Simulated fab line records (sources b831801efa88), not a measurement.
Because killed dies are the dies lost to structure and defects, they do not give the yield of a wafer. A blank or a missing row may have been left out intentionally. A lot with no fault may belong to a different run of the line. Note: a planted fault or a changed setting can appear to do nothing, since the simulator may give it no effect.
The tool behind it: which one?    flow sky130    13 lots with 39 wafers sampled at 2 steps, on a route of 708 steps

## WHAT THE GAUGES SHOWED, per wafer
Not one reading of a measure or inspect step in the record can be checked against a usual standard deviation.

## TOOL THAT RAN EACH LOT (tool first, then ch and the chambers of the sampled wafers, then the start)
lot   SKY_METAL2_SPUTTER_01         SKY_PAD_OPEN_PROBE_99
L569  pvd-sputter-03, day 33 21:26  prober-02, day 45 14:26
L571  pvd-sputter-03, day 34 07:44  prober-01, day 45 18:52
L570  pvd-sputter-02, day 34 16:25  prober-02, day 46 06:37
L573  pvd-sputter-02, day 35 09:32  prober-02, day 46 17:02
L574  pvd-sputter-03, day 35 13:30  prober-01, day 46 21:23
L577  pvd-sputter-03, day 36 06:38  prober-01, day 47 12:38
L576  pvd-sputter-03, day 36 09:39  prober-02, day 47 13:26
L578  pvd-sputter-03, day 36 13:53  prober-01, day 47 14:45
L588  pvd-sputter-03, day 40 05:02  prober-01, day 50 11:52
L589  pvd-sputter-01, day 40 07:10  prober-01, day 50 13:33
L590  pvd-sputter-02, day 40 08:07  prober-01, day 50 14:44
L591  pvd-sputter-02, day 40 11:23  prober-01, day 50 15:30
L592  pvd-sputter-03, day 40 17:56  prober-02, day 50 17:50
- SKY_METAL2_SPUTTER_01: material TiN, target thk 20 nm, time 16.7 s.
- SKY_PAD_OPEN_PROBE_99

## WHAT THE TOOLS THEMSELVES READ (means of the sampled wafers that have a number; where no wafer has one, the mark that the record gives instead)
SKY_METAL2_SPUTTER_01.
lot   tool            chamber-pressure-pa (Pa)  throttle-valve-pct (%)
L569  pvd-sputter-03  0.4004                    29.5
L571  pvd-sputter-03  0.3998                    30.3
L570  pvd-sputter-02  0.4007                    30.7
L573  pvd-sputter-02  0.4000                    30.0
L574  pvd-sputter-03  0.4002                    30.4
L577  pvd-sputter-03  0.4000                    30.0
L576  pvd-sputter-03  0.4001                    30.1
L578  pvd-sputter-03  0.3738                    31.5
L588  pvd-sputter-03  0.3992                    30.3
L589  pvd-sputter-01  0.3998                    29.2
L590  pvd-sputter-02  0.4004                    31.1
L591  pvd-sputter-02  0.4008                    31.4
L592  pvd-sputter-03  0.4001                    30.4

SKY_PAD_OPEN_PROBE_99.
lot   tool       defect-limited-yield (%)  killed_at_M0_to_M3  killed_at_M4_up  killed-at-contacts  killed-at-front-end  killed-at-other  killed-dies  killed-open  killed-short  sort_bin_3_pad_short (%)  sort_bin_5_function (%)  sort_bin_6_memory (%)  sort-n-pass  sort-yield-pct (%)
L569  prober-02  80.2                      46                  2.3              28                  21                   0.0              98           56           42            1.1                       11.9                     6.8                    394          80.2
L571  prober-01  83.1                      38                  2.7              28                  14                   0.3              83           51           31            0.7                       9.0                      7.1                    409          83.1
L570  prober-02  81.0                      51                  2.7              24                  16                   0.0              93           48           45            0.5                       11.5                     6.9                    399          81.0
L573  prober-02  79.6                      59                  3.0              23                  15                   0.3              101          57           44            1.2                       11.0                     8.2                    391          79.6
L574  prober-01  82.2                      45                  2.0              30                  11                   0.0              88           49           38            1.3                       10.2                     6.4                    404          82.2
L577  prober-01  84.0                      38                  3.0              24                  14                   0.0              79           46           33            0.2                       10.0                     5.9                    413          84.0
L576  prober-02  84.1                      33                  2.3              23                  19                   0.0              78           43           35            0.7                       9.1                      6.1                    414          84.1
L578  prober-01  82.3                      49                  3.3              21                  14                   0.3              87           51           36            0.9                       8.9                      7.8                    405          82.3
L588  prober-01  82.7                      42                  2.0              22                  19                   0.3              85           45           40            1.0                       10.4                     5.9                    407          82.7
L589  prober-01  81.1                      49                  5.0              26                  14                   0.0              93           56           36            0.7                       10.3                     7.9                    399          81.1
L590  prober-01  83.6                      38                  4.7              21                  17                   0.3              81           43           38            0.3                       9.1                      7.0                    411          83.6
L591  prober-01  82.1                      48                  3.3              21                  14                   1.3              88           47           40            1.2                       10.3                     6.4                    404          82.1
L592  prober-02  82.1                      46                  2.0              23                  16                   0.7              88           49           38            0.5                       10.8                     6.5                    404          82.1

## THE ANSWER, worked out from the rows above alone
Rule: the lots themselves supply what counts as usual. Put in order of their means at a reading, lots are off if they are a third of the lots or fewer, leave a main group of 4 or more, and stand apart from it by a gap of 3 or more times the standard deviation of the main group's means; of several such gaps the widest counts. Not used: any main group whose means are identical at the precision the tables above print for the reading. A lot without any number at a reading at which 4 lots or more have one is off too. Where the step has rows for the other lots, those lots are counted as sound. Order of review: gauges by route order, followed by the tools' own readings, for which a lot's mean as printed above is used. The first step at which some lot is off is used, and at that step the reading that is off furthest; a lot without a number counts as furthest.
Off at SKY_METAL2_SPUTTER_01 (chamber-pressure-pa): L578. Mean 0.4001 Pa and standard deviation 0.00041 in the main group.
A tool fits if, at that step or a process step before it, it ran every lot that is off, and no sound lot after the first of them. Not one of the candidates tried fits.

## WHAT HAD BEEN PUT IN BY THE SIMULATOR
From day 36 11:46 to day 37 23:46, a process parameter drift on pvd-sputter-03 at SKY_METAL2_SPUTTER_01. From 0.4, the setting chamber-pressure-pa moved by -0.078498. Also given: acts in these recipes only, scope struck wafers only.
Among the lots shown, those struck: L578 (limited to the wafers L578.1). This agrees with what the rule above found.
